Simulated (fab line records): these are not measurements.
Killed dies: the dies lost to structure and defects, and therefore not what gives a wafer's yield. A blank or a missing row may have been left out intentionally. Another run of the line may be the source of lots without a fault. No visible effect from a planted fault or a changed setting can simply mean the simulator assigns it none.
The tool behind it: which one?	flow gf180mcu	36 wafers from 12 lots sampled at 6 of the route's 602 steps

== WHAT EACH GAUGE READ, for each wafer ==
GF_VT_IMPLANT_TW_MEAS_43. Usual: VT_IMPLANT_4_TW gives 687 (standard deviation 9.3).
lot	measured	on	VT_IMPLANT_4_TW	flag
L453	day 8 23:53	film metro-01	692 690 688	
L456	day 9 19:10	film metro-01	690 687 693	
L460	day 10 19:42	film metro-02	695 700 696	
L463	day 11 12:49	film metro-04	680 678 682	
L464	day 11 19:40	film metro-04	683 678 678	
L465	day 12 01:24	film metro-02	698 696 695	
L468	day 12 19:58	film metro-04	678 674 675	
L469	day 13 01:54	film metro-04	675 676 677	
L471	day 13 12:46	film metro-02	693 693 694	
L473	day 14 00:00	film metro-04	670 673 670	
L474	day 14 09:08	film metro-02	699 700 697	
L475	day 14 11:26	film metro-01	692 692 692	

GF_HV_LDD_OVL_MEAS_08. Usual: HV_LDD_OVL gives -0.6 nm (standard deviation 1.4).
lot	measured	on	HV_LDD_OVL (nm)	flag
L453	day 11 16:41	overlay-01	0.1 0.2 1.5	
L456	day 12 15:08	overlay-02	-1.2 -0.8 1.2	
L460	day 13 18:15	overlay-02	-2.6 -2.5 -2.6	
L463	day 14 09:47	overlay-01	-2.9 -2.4 -1.0	
L464	day 14 23:15	overlay-02	-2.1 0.3 -1.0	
L465	day 15 04:39	overlay-01	1.4 1.1 3.4	
L468	day 15 22:44	overlay-02	-1.4 -2.3 0.0	
L469	day 16 07:10	overlay-02	-0.9 -1.9 -0.9	
L471	day 16 21:47	overlay-01	-0.6 -1.7 -0.2	
L473	day 17 05:36	overlay-01	-0.2 0.1 1.7	
L474	day 17 20:08	overlay-02	-0.5 -0.8 1.6	
L475	day 17 20:15	overlay-01	-0.8 -1.4 0.6	

GF_HV_LDD_TW_MEAS_11. Usual: HV_LDD_TW gives 2355 (standard deviation 26).
lot	measured	on	HV_LDD_TW	flag
L453	day 11 16:58	film metro-04	2335 2342 2344	
L456	day 12 15:25	film metro-03	2354 2351 2346	
L460	day 13 18:32	film metro-03	2356 2344 2352	
L463	day 14 10:05	film metro-02	2398 2402 2387	
L464	day 14 23:32	film metro-04	2106 2111 2118 2095 2092 2106	OFF
L465	day 15 05:03	film metro-03	2357 2353 2361	
L468	day 15 23:01	film metro-03	2140 2140 2144 2150 2133 2129	OFF
L469	day 16 07:28	film metro-02	2397 2407 2383	
L471	day 16 22:04	film metro-04	2322 2323 2322	
L473	day 17 05:53	film metro-02	2399 2388 2413	
L474	day 17 20:26	film metro-03	2344 2345 2339	
L475	day 17 20:33	film metro-04	2325 2333 2338	

GF_HV_LDD_RS_MEAS_53: a four-point-probe measurement. Usual: HV_LDD_RS gives 426.9 ohm/sq (standard deviation 0.88).
lot	measured	on	HV_LDD_RS (ohm/sq)	flag
L453	day 14 07:17	film metro-02	426.5 427.1 426.4	
L456	day 15 09:25	film metro-04	427.5 427.3 427.1	
L460	day 16 13:36	film metro-02	427.0 426.2 426.5	
L463	day 17 08:11	film metro-04	427.8 427.2 426.7	
L464	day 17 22:52	film metro-04	403.0 402.6 402.8 402.8 402.5 403.0	OFF
L465	day 18 03:57	film metro-04	427.7 427.7 426.2	
L468	day 19 02:48	film metro-02	402.0 403.3 402.6 403.0 403.5 402.1	OFF
L469	day 19 11:30	film metro-03	426.7 427.3 426.9	
L471	day 20 02:27	film metro-04	426.9 427.4 426.6	
L473	day 20 12:03	film metro-04	427.5 425.7 426.1	
L474	day 21 02:54	film metro-02	427.0 427.5 427.1	
L475	day 21 04:09	film metro-03	426.4 427.1 427.7	

== WHAT TOOL EACH LOT RAN ON (gives the tool, then ch and the chambers of the sampled wafers, and finally the start) ==
lot	GF_POLY_GATE_STRIP_14	GF_HV_LDD_IMPLANT_09
L453	plasma asher-02 ch 0,1, day 10 20:04	implanter-01 ch 0, day 11 16:43
L456	plasma asher-04 ch 0,1, day 11 15:41	implanter-04 ch 0, day 12 15:11
L460	plasma asher-02 ch 0,1, day 12 19:09	implanter-04 ch 0, day 13 18:17
L463	plasma asher-01 ch 0,1, day 13 11:19	implanter-03 ch 0, day 14 09:52
L464	plasma asher-02 ch 0,1, day 13 21:26	implanter-04 ch 0, day 14 23:18
L465	plasma asher-04 ch 0,1, day 14 02:47	implanter-03 ch 0, day 15 04:49
L468	plasma asher-02 ch 0,1, day 14 22:26	implanter-04 ch 0, day 15 22:47
L469	plasma asher-02 ch 0,1, day 15 04:29	implanter-01 ch 0, day 16 07:13
L471	plasma asher-04 ch 0, day 15 18:19	implanter-03 ch 0, day 16 21:50
L473	plasma asher-01 ch 0,1, day 16 04:34	implanter-03 ch 0, day 17 05:39
L474	plasma asher-04 ch 0,1, day 16 17:31	implanter-03 ch 0, day 17 20:14
L475	plasma asher-02 ch 0,1, day 16 17:10	implanter-01 ch 0, day 17 20:20
- GF_POLY_GATE_STRIP_14: strips in O2/N2.
- GF_HV_LDD_IMPLANT_09

== AS READ BY THE TOOLS THEMSELVES (means over the sampled wafers that have a number; for cases with no such wafer, the mark the record gives instead) ==
GF_POLY_GATE_STRIP_14. Usual: drypump motor current A 5.5 A, standard deviation 0.36; heater power w 368 W, standard deviation 54; oes product au 0.506 a.u., standard deviation 0.0046.
lot	tool	drypump motor current A (A)	heater power w (W)	oes product au (a.u.)	flag
L453	plasma asher-02	5.4	317	0.504	
L456	plasma asher-04	5.3	371	0.505	
L460	plasma asher-02	5.3	320	0.512	
L463	plasma asher-01	5.6	411	0.511	
L464	plasma asher-02	5.6	341	0.503	
L465	plasma asher-04	5.3	366	0.506	
L468	plasma asher-02	5.6	341	0.508	
L469	plasma asher-02	5.6	338	0.503	
L471	plasma asher-04	5.0	333	0.507	
L473	plasma asher-01	5.6	434	0.506	
L474	plasma asher-04	5.3	375	0.509	
L475	plasma asher-02	5.6	342	0.505	

GF_HV_LDD_IMPLANT_09. Usual: tilt deg 6.997 degrees, standard deviation 0.019.
lot	tool	tilt deg (degrees)	flag
L453	implanter-01	6.997	
L456	implanter-04	7.006	
L460	implanter-04	7.007	
L463	implanter-03	6.992	
L464	implanter-04	-0.010	OFF
L465	implanter-03	6.992	
L468	implanter-04	-0.008	OFF
L469	implanter-01	6.962	
L471	implanter-03	6.997	
L473	implanter-03	7.000	
L474	implanter-03	6.999	
L475	implanter-01	6.965	

== THE ANSWER, worked out from the rows above alone ==
Rule: take the mean of a lot's wafers that have a number; if it is more than 3 standard deviations from the usual mean, the lot is off. A lot without any number at a reading at which 4 lots or more have one is off too. All remaining lots with rows at the step are treated as sound. The gauges are gone through in route order, then the tools' own readings, and for those a lot's mean is taken as printed above. At the first step where some lot is off, the reading lying furthest off is the one used; lots without a number count as furthest.
Off: L464, L468, seen at GF_HV_LDD_TW_MEAS_11 (HV_LDD_TW).
If a tool, at a process step before that reading, ran all the lots that are off and no sound lot after the first of them, it fits. The gauges at GF_HV_LDD_TW_MEAS_11 aren't tried: what is off there is off at GF_HV_LDD_IMPLANT_09 too, on other tools, and a gauge's error can't cause that. One fits: GF_HV_LDD_IMPLANT_09 on implanter-04. Its last sound lot is L460 (day 13 18:17), its first lot that is off L464 (day 14 23:18): a fault that began between those two fits.
The tool's own readings at GF_HV_LDD_IMPLANT_09 bear it out: on the lots that are off they differ by more than 5 times the standard deviation of the sound lots' means. tilt deg reads -0.009 degrees there against 6.992 degrees on the sound lots.

== WHAT HAD BEEN PUT IN BY THE SIMULATOR ==
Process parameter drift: implanter-04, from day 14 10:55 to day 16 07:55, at GF_HV_LDD_IMPLANT_09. From 7, the setting tilt deg moved by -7. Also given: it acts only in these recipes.
Shown lots that were struck: L464, L468. The rule above reached the same finding.
